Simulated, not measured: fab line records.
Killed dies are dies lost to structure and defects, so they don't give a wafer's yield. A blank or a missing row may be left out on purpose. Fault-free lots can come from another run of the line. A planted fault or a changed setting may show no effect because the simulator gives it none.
fab line records || flow gf180mcu || part 2 of 2: steps 30 to 39 of 39
record: {"lots": 5, "wafers": 15, "lastDay": 33}
route steps=602 shown PSD@253 NSD@262 SAB@264 SALICIDE@278 CONTACT@287
lots that met no fault: taken from a fault-free run of the same line
startH: start of the lot's first displayed wafer, in hours after the record's first day || waitH: hours since the lot's step before || " same as the row above || L1.1+2: several wafers, shown together as one row || - no value present, or no start provided || * or withheld: withheld || < > ~ a bound
route shown NAME@n: a module of which the file shows steps, and the number in the route of the first || usual: the fault-free wafers' mean and standard deviation || same: alike in all rows || chamber/n: place in a boat || sites: readings site by site || _std_site: the values' standard deviation || _edge_site: mean of outer sites minus mean of inner sites || radiusMm: how far each site lies from the wafer's centre || mask NAME#n: copy n || behind: the tool/chamber that last shaped the wafer || hold: reason for holding the lot/hours on hold/outcome of the hold || device: which transistor (n, p or np) failed to switch || end of line: tests run on the same wafers once the route is complete || a step given without rows: its recipe and nothing more || killed: not the wafer's yield, but the dies lost to structure and defects at the first sort || map: dies across one wafer; x = killed, . = not, _ = none there
set.NAME: the run value of the setting; set.NAME@STEP: its run value at that earlier step || model.NAME: the simulator's own value behind a step, which no gauge read
lots at some steps of the route; a table a step, a row a wafer
services: from which hour (startH, from the record's first day; less than 0 if before it) a tool's chamber was out of use, for how many hours, and why
== steps ==
step: GF_SALICIDE_RS_MEAS_04
recipe: {"thkMeasGauge": "four-point-probe", "reads": "TiN_of_SALICIDE_SPUTTER_03+Co_of_SALICIDE_SPUTTER_02"}
usual: {"SALICIDE_TIN_RS": "16.30/0.26"}
{"lot.wafer": "L077.2", "tool": "filmMetro-02", "chamber": "-", "startH": 366.93, "waitH": 0.0, "SALICIDE_TIN_RS[ohm/sq]": 16.20}
{"lot.wafer": "L077.4", "tool": "filmMetro-02", "chamber": "-", "startH": 366.93, "waitH": 0.0, "SALICIDE_TIN_RS[ohm/sq]": 16.55}
{"lot.wafer": "L077.6", "tool": "filmMetro-02", "chamber": "-", "startH": 366.93, "waitH": 0.0, "SALICIDE_TIN_RS[ohm/sq]": 16.69}
{"lot.wafer": "L079.3", "tool": "filmMetro-01", "chamber": "-", "startH": 380.21, "waitH": 0.1, "SALICIDE_TIN_RS[ohm/sq]": 16.68}
{"lot.wafer": "L079.4", "tool": "filmMetro-01", "chamber": "-", "startH": 380.21, "waitH": 0.1, "SALICIDE_TIN_RS[ohm/sq]": 16.41}
{"lot.wafer": "L079.6", "tool": "filmMetro-01", "chamber": "-", "startH": 380.21, "waitH": 0.1, "SALICIDE_TIN_RS[ohm/sq]": 16.46}
{"lot.wafer": "L081.1", "tool": "filmMetro-02", "chamber": "-", "startH": 400.27, "waitH": 0.0, "SALICIDE_TIN_RS[ohm/sq]": 16.38}
{"lot.wafer": "L081.2", "tool": "filmMetro-02", "chamber": "-", "startH": 400.27, "waitH": 0.0, "SALICIDE_TIN_RS[ohm/sq]": 16.58}
{"lot.wafer": "L081.3", "tool": "filmMetro-02", "chamber": "-", "startH": 400.27, "waitH": 0.0, "SALICIDE_TIN_RS[ohm/sq]": 16.74}
{"lot.wafer": "L085.2", "tool": "filmMetro-04", "chamber": "-", "startH": 458.93, "waitH": 0.0, "SALICIDE_TIN_RS[ohm/sq]": 16.05}
{"lot.wafer": "L085.3", "tool": "filmMetro-04", "chamber": "-", "startH": 458.93, "waitH": 0.0, "SALICIDE_TIN_RS[ohm/sq]": 15.95}
{"lot.wafer": "L085.6", "tool": "filmMetro-04", "chamber": "-", "startH": 458.93, "waitH": 0.0, "SALICIDE_TIN_RS[ohm/sq]": 15.98}
{"lot.wafer": "L094.2", "tool": "filmMetro-02", "chamber": "-", "startH": 512.83, "waitH": 0.0, "SALICIDE_TIN_RS[ohm/sq]": 16.29}
{"lot.wafer": "L094.4", "tool": "filmMetro-02", "chamber": "-", "startH": 512.83, "waitH": 0.0, "SALICIDE_TIN_RS[ohm/sq]": 16.31}
{"lot.wafer": "L094.5", "tool": "filmMetro-02", "chamber": "-", "startH": 512.83, "waitH": 0.0, "SALICIDE_TIN_RS[ohm/sq]": 16.15}
step: GF_SALICIDE_THK_MEAS_05
recipe: {"thkMeasGauge": "xrf", "reads": "TiN_of_SALICIDE_SPUTTER_03"}
usual: {"SALICIDE_TIN_THK": "20.04/0.23"}
{"lot.wafer": "L077.2", "tool": "filmMetro-02", "chamber": "-", "startH": 367.04, "waitH": 0.1, "SALICIDE_TIN_THK[nm]": 19.92}
{"lot.wafer": "L077.4", "tool": "filmMetro-02", "chamber": "-", "startH": 367.04, "waitH": 0.1, "SALICIDE_TIN_THK[nm]": 19.94}
{"lot.wafer": "L077.6", "tool": "filmMetro-02", "chamber": "-", "startH": 367.04, "waitH": 0.1, "SALICIDE_TIN_THK[nm]": 20.07}
{"lot.wafer": "L079.3", "tool": "filmMetro-01", "chamber": "-", "startH": 380.31, "waitH": 0.1, "SALICIDE_TIN_THK[nm]": 19.93}
{"lot.wafer": "L079.4", "tool": "filmMetro-01", "chamber": "-", "startH": 380.31, "waitH": 0.1, "SALICIDE_TIN_THK[nm]": 19.81}
{"lot.wafer": "L079.6", "tool": "filmMetro-01", "chamber": "-", "startH": 380.31, "waitH": 0.1, "SALICIDE_TIN_THK[nm]": 19.98}
{"lot.wafer": "L081.1", "tool": "filmMetro-02", "chamber": "-", "startH": 400.39, "waitH": 0.1, "SALICIDE_TIN_THK[nm]": 20.30}
{"lot.wafer": "L081.2", "tool": "filmMetro-02", "chamber": "-", "startH": 400.39, "waitH": 0.1, "SALICIDE_TIN_THK[nm]": 20.09}
{"lot.wafer": "L081.3", "tool": "filmMetro-02", "chamber": "-", "startH": 400.39, "waitH": 0.1, "SALICIDE_TIN_THK[nm]": 20.12}
{"lot.wafer": "L085.2", "tool": "filmMetro-04", "chamber": "-", "startH": 459.04, "waitH": 0.1, "SALICIDE_TIN_THK[nm]": 20.30}
{"lot.wafer": "L085.3", "tool": "filmMetro-04", "chamber": "-", "startH": 459.04, "waitH": 0.1, "SALICIDE_TIN_THK[nm]": 20.28}
{"lot.wafer": "L085.6", "tool": "filmMetro-04", "chamber": "-", "startH": 459.04, "waitH": 0.1, "SALICIDE_TIN_THK[nm]": 19.75}
{"lot.wafer": "L094.2", "tool": "filmMetro-02", "chamber": "-", "startH": 512.94, "waitH": 0.1, "SALICIDE_TIN_THK[nm]": 20.54}
{"lot.wafer": "L094.4", "tool": "filmMetro-02", "chamber": "-", "startH": 512.94, "waitH": 0.1, "SALICIDE_TIN_THK[nm]": 20.39}
{"lot.wafer": "L094.5", "tool": "filmMetro-02", "chamber": "-", "startH": 512.94, "waitH": 0.1, "SALICIDE_TIN_THK[nm]": 19.95}
step: GF_SALICIDE_RTA_06
recipe: {"tempC": 530, "timeS": 30, "ambient": "N2"}
usual: {"lampPowerPct": "6.2/0.53", "wafer_temp_C_max": "531.9/0.52"}
same: {"timeS": 30}
{"lot.wafer": "L077.2", "tool": "rtpAnneal-02", "chamber": 0, "startH": 367.10, "waitH": 0.1, "lampPowerPct": 6.9, "wafer_temp_C_max": 532.0}
{"lot.wafer": "L077.4", "tool": "rtpAnneal-02", "chamber": 0, "startH": 367.10, "waitH": 0.1, "lampPowerPct": 6.8, "wafer_temp_C_max": 532.0}
{"lot.wafer": "L077.6", "tool": "rtpAnneal-02", "chamber": 0, "startH": 367.10, "waitH": 0.1, "lampPowerPct": 6.9, "wafer_temp_C_max": 531.2}
{"lot.wafer": "L079.3", "tool": "rtpAnneal-01", "chamber": 0, "startH": 380.38, "waitH": 0.1, "lampPowerPct": 5.8, "wafer_temp_C_max": 531.5}
{"lot.wafer": "L079.4", "tool": "rtpAnneal-01", "chamber": 0, "startH": 380.38, "waitH": 0.1, "lampPowerPct": 5.8, "wafer_temp_C_max": 531.8}
{"lot.wafer": "L079.6", "tool": "rtpAnneal-01", "chamber": 0, "startH": 380.38, "waitH": 0.1, "lampPowerPct": 5.8, "wafer_temp_C_max": 532.6}
{"lot.wafer": "L081.1", "tool": "rtpAnneal-02", "chamber": 0, "startH": 400.45, "waitH": 0.1, "lampPowerPct": 6.9, "wafer_temp_C_max": 532.0}
{"lot.wafer": "L081.2", "tool": "rtpAnneal-02", "chamber": 0, "startH": 400.45, "waitH": 0.1, "lampPowerPct": 6.9, "wafer_temp_C_max": 531.0}
{"lot.wafer": "L081.3", "tool": "rtpAnneal-02", "chamber": 0, "startH": 400.45, "waitH": 0.1, "lampPowerPct": 6.8, "wafer_temp_C_max": 531.0}
{"lot.wafer": "L085.2", "tool": "rtpAnneal-01", "chamber": 0, "startH": 459.10, "waitH": 0.1, "lampPowerPct": 5.8, "wafer_temp_C_max": 531.3}
{"lot.wafer": "L085.3", "tool": "rtpAnneal-01", "chamber": 0, "startH": 459.10, "waitH": 0.1, "lampPowerPct": 5.8, "wafer_temp_C_max": 531.5}
{"lot.wafer": "L085.6", "tool": "rtpAnneal-01", "chamber": 0, "startH": 459.10, "waitH": 0.1, "lampPowerPct": 5.8, "wafer_temp_C_max": 531.0}
{"lot.wafer": "L094.2", "tool": "rtpAnneal-01", "chamber": 0, "startH": 513.01, "waitH": 0.1, "lampPowerPct": 5.8, "wafer_temp_C_max": 531.7}
{"lot.wafer": "L094.4", "tool": "rtpAnneal-01", "chamber": 0, "startH": 513.01, "waitH": 0.1, "lampPowerPct": 5.8, "wafer_temp_C_max": 532.0}
{"lot.wafer": "L094.5", "tool": "rtpAnneal-01", "chamber": 0, "startH": 513.01, "waitH": 0.1, "lampPowerPct": 5.8, "wafer_temp_C_max": 532.0}
step: GF_SALICIDE_WET_ETCH_07
recipe: {"chemistry": "SPM", "targetDepthNm": 120, "dry": "n2Spin"}
{"lot.wafer": "L077.2+4+6", "tool": "wetBench-02", "chamber": 2, "startH": 367.19, "waitH": 0.1}
{"lot.wafer": "L079.3+4+6", "tool": "wetBench-02", "chamber": 1, "startH": 380.45, "waitH": 0.1}
{"lot.wafer": "L081.1+2+3", "tool": "wetBench-02", "chamber": 0, "startH": 400.55, "waitH": 0.1}
{"lot.wafer": "L085.2+3+6", "tool": "wetBench-02", "chamber": 1, "startH": 459.19, "waitH": 0.1}
{"lot.wafer": "L094.2+4+5", "tool": "wetBench-03", "chamber": 0, "startH": 513.09, "waitH": 0.1}
step: GF_SALICIDE_RTA_08
recipe: {"tempC": 800, "timeS": 30, "ambient": "N2"}
usual: {"lampPowerPct": "17.9/1.5", "wafer_temp_C_max": "802.8/0.76"}
same: {"timeS": 30}
{"lot.wafer": "L077.2", "tool": "rtpAnneal-01", "chamber": 0, "startH": 367.30, "waitH": 0.0, "lampPowerPct": 15.9, "wafer_temp_C_max": 804.0}
{"lot.wafer": "L077.4", "tool": "rtpAnneal-01", "chamber": 0, "startH": 367.30, "waitH": 0.0, "lampPowerPct": 16.0, "wafer_temp_C_max": 802.6}
{"lot.wafer": "L077.6", "tool": "rtpAnneal-01", "chamber": 0, "startH": 367.30, "waitH": 0.0, "lampPowerPct": 16.0, "wafer_temp_C_max": 803.3}
{"lot.wafer": "L079.3", "tool": "rtpAnneal-02", "chamber": 0, "startH": 380.58, "waitH": 0.0, "lampPowerPct": 19.0, "wafer_temp_C_max": 802.1}
{"lot.wafer": "L079.4", "tool": "rtpAnneal-02", "chamber": 0, "startH": 380.58, "waitH": 0.0, "lampPowerPct": 19.0, "wafer_temp_C_max": 801.7}
{"lot.wafer": "L079.6", "tool": "rtpAnneal-02", "chamber": 0, "startH": 380.58, "waitH": 0.0, "lampPowerPct": 19.0, "wafer_temp_C_max": 802.1}
{"lot.wafer": "L081.1", "tool": "rtpAnneal-01", "chamber": 0, "startH": 400.65, "waitH": 0.0, "lampPowerPct": 16.0, "wafer_temp_C_max": 803.9}
{"lot.wafer": "L081.2", "tool": "rtpAnneal-01", "chamber": 0, "startH": 400.65, "waitH": 0.0, "lampPowerPct": 16.0, "wafer_temp_C_max": 803.0}
{"lot.wafer": "L081.3", "tool": "rtpAnneal-01", "chamber": 0, "startH": 400.65, "waitH": 0.0, "lampPowerPct": 16.0, "wafer_temp_C_max": 803.4}
{"lot.wafer": "L085.2", "tool": "rtpAnneal-02", "chamber": 0, "startH": 459.29, "waitH": 0.0, "lampPowerPct": 19.0, "wafer_temp_C_max": 803.4}
{"lot.wafer": "L085.3", "tool": "rtpAnneal-02", "chamber": 0, "startH": 459.29, "waitH": 0.0, "lampPowerPct": 19.0, "wafer_temp_C_max": 802.4}
{"lot.wafer": "L085.6", "tool": "rtpAnneal-02", "chamber": 0, "startH": 459.29, "waitH": 0.0, "lampPowerPct": 19.0, "wafer_temp_C_max": 802.9}
{"lot.wafer": "L094.2", "tool": "rtpAnneal-02", "chamber": 0, "startH": 513.20, "waitH": 0.0, "lampPowerPct": 19.1, "wafer_temp_C_max": 803.4}
{"lot.wafer": "L094.4", "tool": "rtpAnneal-02", "chamber": 0, "startH": 513.20, "waitH": 0.0, "lampPowerPct": 19.0, "wafer_temp_C_max": 802.9}
{"lot.wafer": "L094.5", "tool": "rtpAnneal-02", "chamber": 0, "startH": 513.20, "waitH": 0.0, "lampPowerPct": 19.0, "wafer_temp_C_max": 802.6}
step: GF_CONTACT_CVD_00
recipe: {"material": "SiO2", "targetThkNm": 300, "sigmaOpenFrac": 0.3, "tempC": 400, "timeS": 50, "sih4FlowSccm": 60, "pressureMtorr": 6}
same: {"timeS": 50}
{"lot.wafer": "L077.2+4+6", "tool": "hdpcvd-02", "chamber": "1,0,1", "startH": 367.38, "waitH": 0.1}
{"lot.wafer": "L079.3+4+6", "tool": "hdpcvd-02", "chamber": "2,2,0", "startH": 380.65, "waitH": 0.1}
{"lot.wafer": "L081.1+2+3", "tool": "hdpcvd-01", "chamber": "0,2,1", "startH": 400.75, "waitH": 0.1}
{"lot.wafer": "L085.2+3+6", "tool": "hdpcvd-01", "chamber": "1,2,2", "startH": 459.38, "waitH": 0.1}
{"lot.wafer": "L094.2+4+5", "tool": "hdpcvd-02", "chamber": "1,0,1", "startH": 513.28, "waitH": 0.1}
step: GF_CONTACT_THK_MEAS_01
recipe: {"reads": "SiO2_of_CONTACT_CVD_00"}
usual: {"CONTACT_CVD_00_THK": "301/4.7"}
{"lot.wafer": "L077.2", "tool": "filmMetro-04", "chamber": "-", "startH": 367.43, "waitH": 0.0, "CONTACT_CVD_00_THK[nm]": 299}
{"lot.wafer": "L077.4", "tool": "filmMetro-04", "chamber": "-", "startH": 367.43, "waitH": 0.0, "CONTACT_CVD_00_THK[nm]": 304}
{"lot.wafer": "L077.6", "tool": "filmMetro-04", "chamber": "-", "startH": 367.43, "waitH": 0.0, "CONTACT_CVD_00_THK[nm]": 300}
{"lot.wafer": "L079.3", "tool": "filmMetro-01", "chamber": "-", "startH": 380.71, "waitH": 0.0, "CONTACT_CVD_00_THK[nm]": 300}
{"lot.wafer": "L079.4", "tool": "filmMetro-01", "chamber": "-", "startH": 380.71, "waitH": 0.0, "CONTACT_CVD_00_THK[nm]": 298}
{"lot.wafer": "L079.6", "tool": "filmMetro-01", "chamber": "-", "startH": 380.71, "waitH": 0.0, "CONTACT_CVD_00_THK[nm]": 303}
{"lot.wafer": "L081.1", "tool": "filmMetro-04", "chamber": "-", "startH": 400.79, "waitH": 0.0, "CONTACT_CVD_00_THK[nm]": 297}
{"lot.wafer": "L081.2", "tool": "filmMetro-04", "chamber": "-", "startH": 400.79, "waitH": 0.0, "CONTACT_CVD_00_THK[nm]": 302}
{"lot.wafer": "L081.3", "tool": "filmMetro-04", "chamber": "-", "startH": 400.79, "waitH": 0.0, "CONTACT_CVD_00_THK[nm]": 305}
{"lot.wafer": "L085.2", "tool": "filmMetro-03", "chamber": "-", "startH": 459.43, "waitH": 0.0, "CONTACT_CVD_00_THK[nm]": 306}
{"lot.wafer": "L085.3", "tool": "filmMetro-03", "chamber": "-", "startH": 459.43, "waitH": 0.0, "CONTACT_CVD_00_THK[nm]": 303}
{"lot.wafer": "L085.6", "tool": "filmMetro-03", "chamber": "-", "startH": 459.43, "waitH": 0.0, "CONTACT_CVD_00_THK[nm]": 300}
{"lot.wafer": "L094.2", "tool": "filmMetro-04", "chamber": "-", "startH": 513.34, "waitH": 0.0, "CONTACT_CVD_00_THK[nm]": 298}
{"lot.wafer": "L094.4", "tool": "filmMetro-04", "chamber": "-", "startH": 513.34, "waitH": 0.0, "CONTACT_CVD_00_THK[nm]": 299}
{"lot.wafer": "L094.5", "tool": "filmMetro-04", "chamber": "-", "startH": 513.34, "waitH": 0.0, "CONTACT_CVD_00_THK[nm]": 295}
step: GF_CONTACT_CVD_02
recipe: {"material": "SiO2", "targetThkNm": 860, "precursor": "TEOS", "tempC": 400, "timeS": 95.992, "rfW": 600}
usual: {"heaterPowerW": "679/120"}
same: {"timeS": 95.992}
{"lot.wafer": "L077.2", "tool": "pecvd-03", "chamber": 1, "startH": 367.48, "waitH": 0.0, "heaterPowerW": 721}
{"lot.wafer": "L077.4", "tool": "pecvd-03", "chamber": 2, "startH": 367.48, "waitH": 0.0, "heaterPowerW": 704}
{"lot.wafer": "L077.6", "tool": "pecvd-03", "chamber": 1, "startH": 367.48, "waitH": 0.0, "heaterPowerW": 582}
{"lot.wafer": "L079.3", "tool": "pecvd-01", "chamber": 2, "startH": 380.75, "waitH": 0.0, "heaterPowerW": 848}
{"lot.wafer": "L079.4", "tool": "pecvd-01", "chamber": 1, "startH": 380.75, "waitH": 0.0, "heaterPowerW": 646}
{"lot.wafer": "L079.6", "tool": "pecvd-01", "chamber": 2, "startH": 380.75, "waitH": 0.0, "heaterPowerW": 875}
{"lot.wafer": "L081.1", "tool": "pecvd-01", "chamber": 2, "startH": 400.85, "waitH": 0.1, "heaterPowerW": 880}
{"lot.wafer": "L081.2", "tool": "pecvd-01", "chamber": 1, "startH": 400.85, "waitH": 0.1, "heaterPowerW": 671}
{"lot.wafer": "L081.3", "tool": "pecvd-01", "chamber": 0, "startH": 400.85, "waitH": 0.1, "heaterPowerW": 671}
{"lot.wafer": "L085.2", "tool": "pecvd-02", "chamber": 2, "startH": 459.48, "waitH": 0.0, "heaterPowerW": 421}
{"lot.wafer": "L085.3", "tool": "pecvd-02", "chamber": 2, "startH": 459.48, "waitH": 0.0, "heaterPowerW": 468}
{"lot.wafer": "L085.6", "tool": "pecvd-02", "chamber": 2, "startH": 459.48, "waitH": 0.0, "heaterPowerW": 503}
{"lot.wafer": "L094.2", "tool": "pecvd-02", "chamber": 0, "startH": 513.39, "waitH": 0.0, "heaterPowerW": 653}
{"lot.wafer": "L094.4", "tool": "pecvd-02", "chamber": 2, "startH": 513.39, "waitH": 0.0, "heaterPowerW": 478}
{"lot.wafer": "L094.5", "tool": "pecvd-02", "chamber": 1, "startH": 513.39, "waitH": 0.0, "heaterPowerW": 664}
step: GF_CONTACT_THK_MEAS_03
recipe: {"reads": "SiO2_of_CONTACT_CVD_02"}
usual: {"CONTACT_CVD_02_THK": "863/11"}
{"lot.wafer": "L077.2", "tool": "filmMetro-01", "chamber": "-", "startH": 367.56, "waitH": 0.0, "CONTACT_CVD_02_THK[nm]": 864}
{"lot.wafer": "L077.4", "tool": "filmMetro-01", "chamber": "-", "startH": 367.56, "waitH": 0.0, "CONTACT_CVD_02_THK[nm]": 854}
{"lot.wafer": "L077.6", "tool": "filmMetro-01", "chamber": "-", "startH": 367.56, "waitH": 0.0, "CONTACT_CVD_02_THK[nm]": 868}
{"lot.wafer": "L079.3", "tool": "filmMetro-01", "chamber": "-", "startH": 380.84, "waitH": 0.1, "CONTACT_CVD_02_THK[nm]": 872}
{"lot.wafer": "L079.4", "tool": "filmMetro-01", "chamber": "-", "startH": 380.84, "waitH": 0.1, "CONTACT_CVD_02_THK[nm]": 872}
{"lot.wafer": "L079.6", "tool": "filmMetro-01", "chamber": "-", "startH": 380.84, "waitH": 0.1, "CONTACT_CVD_02_THK[nm]": 888}
{"lot.wafer": "L081.1", "tool": "filmMetro-03", "chamber": "-", "startH": 400.97, "waitH": 0.1, "CONTACT_CVD_02_THK[nm]": 848}
{"lot.wafer": "L081.2", "tool": "filmMetro-03", "chamber": "-", "startH": 400.97, "waitH": 0.1, "CONTACT_CVD_02_THK[nm]": 840}
{"lot.wafer": "L081.3", "tool": "filmMetro-03", "chamber": "-", "startH": 400.97, "waitH": 0.1, "CONTACT_CVD_02_THK[nm]": 844}
{"lot.wafer": "L085.2", "tool": "filmMetro-04", "chamber": "-", "startH": 459.60, "waitH": 0.1, "CONTACT_CVD_02_THK[nm]": 851}
{"lot.wafer": "L085.3", "tool": "filmMetro-04", "chamber": "-", "startH": 459.60, "waitH": 0.1, "CONTACT_CVD_02_THK[nm]": 859}
{"lot.wafer": "L085.6", "tool": "filmMetro-04", "chamber": "-", "startH": 459.60, "waitH": 0.1, "CONTACT_CVD_02_THK[nm]": 858}
{"lot.wafer": "L094.2", "tool": "filmMetro-01", "chamber": "-", "startH": 513.47, "waitH": 0.0, "CONTACT_CVD_02_THK[nm]": 866}
{"lot.wafer": "L094.4", "tool": "filmMetro-01", "chamber": "-", "startH": 513.47, "waitH": 0.0, "CONTACT_CVD_02_THK[nm]": 862}
{"lot.wafer": "L094.5", "tool": "filmMetro-01", "chamber": "-", "startH": 513.47, "waitH": 0.0, "CONTACT_CVD_02_THK[nm]": 879}
step: GF_CONTACT_CMP_04
recipe: {"material": "SiO2", "downForcePsi": 4, "platenRpm": 60, "padVelocityMS": 0.94248}
usual: {"motorCurrentA": "11.5/1.1", "platenRpm": "60.00/0.046", "slurryFlowMlMin": "150.0/0.47", "timeToEndpointS": "111/5.9"}
{"lot.wafer": "L077.2", "tool": "cmp-02", "chamber": 2, "startH": 367.61, "waitH": 0.0, "motorCurrentA": 12.7, "platenRpm": 59.99, "slurryFlowMlMin": 150.5, "timeToEndpointS": 107}
{"lot.wafer": "L077.4", "tool": "cmp-02", "chamber": 1, "startH": 367.61, "waitH": 0.0, "motorCurrentA": 10.7, "platenRpm": 60.00, "slurryFlowMlMin": 150.2, "timeToEndpointS": 101}
{"lot.wafer": "L077.6", "tool": "cmp-02", "chamber": 3, "startH": 367.61, "waitH": 0.0, "motorCurrentA": 10.8, "platenRpm": 60.04, "slurryFlowMlMin": 149.6, "timeToEndpointS": 110}
{"lot.wafer": "L079.4", "tool": "cmp-01", "chamber": 2, "startH": 380.93, "waitH": 0.1, "motorCurrentA": 12.0, "platenRpm": 59.93, "slurryFlowMlMin": 149.6, "timeToEndpointS": 123}
{"lot.wafer": "L079.3", "tool": "cmp-01", "chamber": 0, "startH": 380.93, "waitH": 0.1, "motorCurrentA": 11.9, "platenRpm": 59.97, "slurryFlowMlMin": 150.1, "timeToEndpointS": 118}
{"lot.wafer": "L079.6", "tool": "cmp-01", "chamber": 1, "startH": 380.93, "waitH": 0.1, "motorCurrentA": 12.5, "platenRpm": 59.92, "slurryFlowMlMin": 150.0, "timeToEndpointS": 125}
{"lot.wafer": "L081.2", "tool": "cmp-02", "chamber": 1, "startH": 401.03, "waitH": 0.0, "motorCurrentA": 10.1, "platenRpm": 59.91, "slurryFlowMlMin": 149.6, "timeToEndpointS": 99}
{"lot.wafer": "L081.1", "tool": "cmp-02", "chamber": 2, "startH": 401.03, "waitH": 0.0, "motorCurrentA": 13.1, "platenRpm": 59.98, "slurryFlowMlMin": 150.6, "timeToEndpointS": 101}
{"lot.wafer": "L081.3", "tool": "cmp-02", "chamber": 0, "startH": 401.03, "waitH": 0.0, "motorCurrentA": 10.2, "platenRpm": 59.99, "slurryFlowMlMin": 150.3, "timeToEndpointS": 108}
{"lot.wafer": "L085.3", "tool": "cmp-01", "chamber": 3, "startH": 459.65, "waitH": 0.0, "motorCurrentA": 12.4, "platenRpm": 60.01, "slurryFlowMlMin": 150.1, "timeToEndpointS": 111}
{"lot.wafer": "L085.2", "tool": "cmp-01", "chamber": 1, "startH": 459.65, "waitH": 0.0, "motorCurrentA": 12.9, "platenRpm": 59.96, "slurryFlowMlMin": 150.1, "timeToEndpointS": 106}
{"lot.wafer": "L085.6", "tool": "cmp-01", "chamber": 0, "startH": 459.65, "waitH": 0.0, "motorCurrentA": 11.9, "platenRpm": 59.99, "slurryFlowMlMin": 150.5, "timeToEndpointS": 109}
{"lot.wafer": "L094.4", "tool": "cmp-01", "chamber": 1, "startH": 513.57, "waitH": 0.1, "motorCurrentA": 13.4, "platenRpm": 59.96, "slurryFlowMlMin": 150.0, "timeToEndpointS": 106}
{"lot.wafer": "L094.2", "tool": "cmp-01", "chamber": 3, "startH": 513.57, "waitH": 0.1, "motorCurrentA": 12.4, "platenRpm": 60.00, "slurryFlowMlMin": 149.6, "timeToEndpointS": 113}
{"lot.wafer": "L094.5", "tool": "cmp-01", "chamber": 0, "startH": 513.57, "waitH": 0.1, "motorCurrentA": 11.7, "platenRpm": 60.01, "slurryFlowMlMin": 149.4, "timeToEndpointS": 118}
== services ==
{"tool": "cmp-02", "chamber": "-", "startH": 321.39, "hours": 0.3, "kind": "repair"}
{"tool": "cmp-01", "chamber": "-", "startH": 323.23, "hours": 3.6, "kind": "repair"}
{"tool": "cmp-02", "chamber": "-", "startH": 333.30, "hours": 1.5, "kind": "repair"}
{"tool": "cmp-01", "chamber": "-", "startH": 354.44, "hours": 1.3, "kind": "repair"}
{"tool": "ilineStepper-02", "chamber": "-", "startH": 356.95, "hours": 1.7, "kind": "repair"}
{"tool": "cmp-02", "chamber": "-", "startH": 359.28, "hours": 4.4, "kind": "pm"}
{"tool": "cmp-01", "chamber": "-", "startH": 377.93, "hours": 0.4, "kind": "repair"}
{"tool": "cmp-01", "chamber": "-", "startH": 397.91, "hours": 0.5, "kind": "repair"}
{"tool": "plasmaAsher-02", "chamber": "-", "startH": 402.01, "hours": 2.2, "kind": "repair"}
{"tool": "cmp-01", "chamber": "-", "startH": 404.00, "hours": 4.0, "kind": "pm"}
{"tool": "plasmaAsher-04", "chamber": "-", "startH": 406.13, "hours": 1.1, "kind": "repair"}
{"tool": "implanter-02", "chamber": "-", "startH": 411.75, "hours": 3.1, "kind": "repair"}
{"tool": "plasmaAsher-02", "chamber": "-", "startH": 420.44, "hours": 1.4, "kind": "repair"}
{"tool": "plasmaAsher-02", "chamber": "-", "startH": 421.83, "hours": 9.0, "kind": "pm"}
{"tool": "pecvd-01", "chamber": 1, "startH": 426.57, "hours": 10.2, "kind": "repair"}
{"tool": "pecvd-01", "chamber": 0, "startH": 433.90, "hours": 5.6, "kind": "repair"}
{"tool": "pecvd-03", "chamber": "-", "startH": 435.57, "hours": 1.3, "kind": "repair"}
{"tool": "cmp-01", "chamber": "-", "startH": 438.16, "hours": 0.7, "kind": "repair"}
{"tool": "wetBench-02", "chamber": "-", "startH": 441.03, "hours": 2.7, "kind": "repair"}
{"tool": "ilineStepper-02", "chamber": "-", "startH": 446.60, "hours": 1.7, "kind": "pm"}
{"tool": "hdpcvd-02", "chamber": "-", "startH": 447.62, "hours": 6.0, "kind": "pm"}
{"tool": "plasmaAsher-02", "chamber": "-", "startH": 458.43, "hours": 3.9, "kind": "repair"}
{"tool": "ilineStepper-02", "chamber": "-", "startH": 488.46, "hours": 11.4, "kind": "repair"}
{"tool": "plasmaAsher-04", "chamber": "-", "startH": 508.57, "hours": 4.5, "kind": "repair"}
